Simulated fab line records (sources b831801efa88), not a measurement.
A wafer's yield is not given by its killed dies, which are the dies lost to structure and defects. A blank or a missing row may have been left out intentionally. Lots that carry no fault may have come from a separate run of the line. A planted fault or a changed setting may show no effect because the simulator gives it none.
2 desks looking at one fault / flow sfqLine / each desk has only its own numbers; what lay behind them comes last

== THE TOOL OWNER'S DESK: lithoTrack-01 ==
The tool's own readings at SFQ_TRILAYER_I1_VIA_LITHO_COAT_049 (resist thk 650 nm): means of the sampled wafers that have a number, for each lot that ran on this tool. The brackets show how far a lot's mean lies from the usual mean; more than 4 standard deviations puts the lot out of limits, marked OUT.
Columns: A = spinSpeedRpm at SFQ_TRILAYER_I1_VIA_LITHO_COAT_049, usual 3000.2 rpm
lot=L843; first seen here=day 17 17:53; A=3000.2
lot=L852; first seen here=day 21 00:33; A=2534.5 (-99 or more) OUT
lot=L853; first seen here=day 21 10:10; A=2532.2 (-99 or more) OUT
This desk's finding: out of limits on L852, L853; first on L852, day 21 00:33 (spinSpeedRpm at SFQ_TRILAYER_I1_VIA_LITHO_COAT_049). Within limits: L843.

== THE METROLOGY DESK ==
What the gauges read, lot by lot, whatever tool the lot ran on: means of the sampled wafers that have a number. The brackets show how far a lot's mean lies from the usual mean; more than 4 standard deviations puts the lot out of limits, marked OUT.
Columns: A = M1_OVL at SFQ_M1_OVL_MEAS_911, usual 2 nm; B = I1_BOW at SFQ_I1_BOW_MEAS_912, usual 0 um; C = I1_OVL at SFQ_I1_OVL_MEAS_913, usual 1 nm
lot=L832; first seen here=day 13 11:53; A=2; B=2; C=10
lot=L843; first seen here=day 17 11:58; A=12; B=-2; C=-1
lot=L844; first seen here=day 18 03:41; A=2; B=13; C=-0
lot=L851; first seen here=day 20 04:25; A=2; B=0; C=-2
lot=L852; first seen here=day 20 18:49; A=-6; B=3; C=6
lot=L853; first seen here=day 21 03:13; A=3; B=-8; C=-4
This desk found nothing out of limits on any of the 6 lots.

== TAKEN TOGETHER ==
At day 21 00:33, on L852, L853, the tool owner's desk was in a position to raise an alarm.
The metrology desk saw nothing out of limits.
The metrology desk has L852, L853 on record, within its limits.
Of the lots named, all ran SFQ_TRILAYER_I1_VIA_LITHO_COAT_049 on lithoTrack-01.

== WHAT THE SIMULATOR PUT IN ==
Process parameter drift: lithoTrack-01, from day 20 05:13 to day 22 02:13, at SFQ_TRILAYER_I1_VIA_LITHO_COAT_049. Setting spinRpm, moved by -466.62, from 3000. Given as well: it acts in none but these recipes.
Lots struck among those shown: L852, L853.
Delay in hours, fault start to first out-of-limits reading, by desk: the tool owner's desk at 19.
